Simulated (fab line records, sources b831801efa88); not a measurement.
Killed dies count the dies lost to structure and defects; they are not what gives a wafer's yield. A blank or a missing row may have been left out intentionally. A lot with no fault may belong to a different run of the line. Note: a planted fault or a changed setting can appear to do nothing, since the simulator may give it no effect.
Chamber matching    flow gf180mcu    rie-diel-01 running GF_V5_ETCH_16: 4 sister chambers
The step etches BARC in N2/H2. 22 wafers are shown with their chamber, then 11 later ones without.

## WAFERS PAIRED WITH THEIR CHAMBERS
wafer   chamber  drypump-motor-current-A (A)  throttle-valve-pct (%)  oes-product-au (a.u.)
L074.2  0        6.5                          13.229                  0.849
L074.3  2        5.2                          13.227                  0.853
L074.4  3        5.0                          13.217                  0.851
L075.2  1        5.8                          13.221                  0.860
L075.3  0        6.5                          13.224                  0.851
L075.5  2        5.2                          13.230                  0.846
L079.1  3        5.0                          13.224                  0.857
L079.4  0        6.5                          13.213                  0.860
L079.6  0        6.5                          13.221                  0.861
L081.3  2        5.2                          13.228                  0.859
L081.4  1        5.8                          13.217                  0.856
L081.5  2        5.2                          13.220                  0.856
L083.1  0        6.5                          13.218                  0.861
L083.2  1        5.8                          13.222                  0.858
L083.3  3        5.0                          13.237                  0.858
L085.1  2        5.2                          13.249                  0.862
L085.3  1        5.8                          13.225                  0.858
L085.4  0        6.6                          13.220                  0.856
L087.2  0        6.6                          13.222                  0.844
L087.3  3        5.0                          13.227                  0.860
L087.6  3        5.0                          13.227                  0.855
L093.4  0        6.5                          13.231                  0.858

SIGNATURES, as means of the wafers listed above
reading                  chamber 0  chamber 1  chamber 2  chamber 3  scatter within a chamber
drypump-motor-current-A  6.525      5.800      5.200      5.000      0.0289
throttle-valve-pct       13.22225   13.22125   13.23080   13.22640   0.00725
oes-product-au           0.85500    0.85800    0.85520    0.85620    0.00519
Rule: for a wafer and a chamber, the distance is found by dividing, reading by reading, the gap between the wafer's reading and the chamber's mean by the reading's scatter, squaring, summing and taking the root. If the next closest chamber is less than 2 further off than the closest, the wafer can't be placed; otherwise it belongs to the closest. The scatter: the root of (the sum of the squares of (reading less its chamber's mean) over the shown wafers, divided by (wafers less chambers)).

## WAFERS MISSING THEIR CHAMBER
wafer   drypump-motor-current-A (A)  throttle-valve-pct (%)  oes-product-au (a.u.)
L093.5  5.1                          13.213                  0.861
L093.6  5.8                          13.223                  0.852
L094.2  6.5                          13.233                  0.858
L094.4  5.8                          13.237                  0.856
L094.6  5.0                          13.231                  0.859
L095.1  5.0                          13.229                  0.855
L095.3  5.2                          13.211                  0.859
L095.6  5.1                          13.227                  0.856
L097.1  5.8                          13.227                  0.843
L097.2  5.0                          13.229                  0.860
L097.6  5.2                          13.209                  0.852

## EACH ONE'S CHAMBER
wafer   from the rows above      in truth
L093.5  can't be placed: 3 or 2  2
L093.6  1                        1
L094.2  0                        0
L094.4  1                        1
L094.6  3                        3
L095.1  3                        3
L095.3  2                        2
L095.6  can't be placed: 3 or 2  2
L097.1  1                        1
L097.2  3                        3
L097.6  2                        2
Correctly placed: 9 of 11. These rows do not allow placing 2 (true chamber among the candidates in 2). Number placed wrongly: 0.
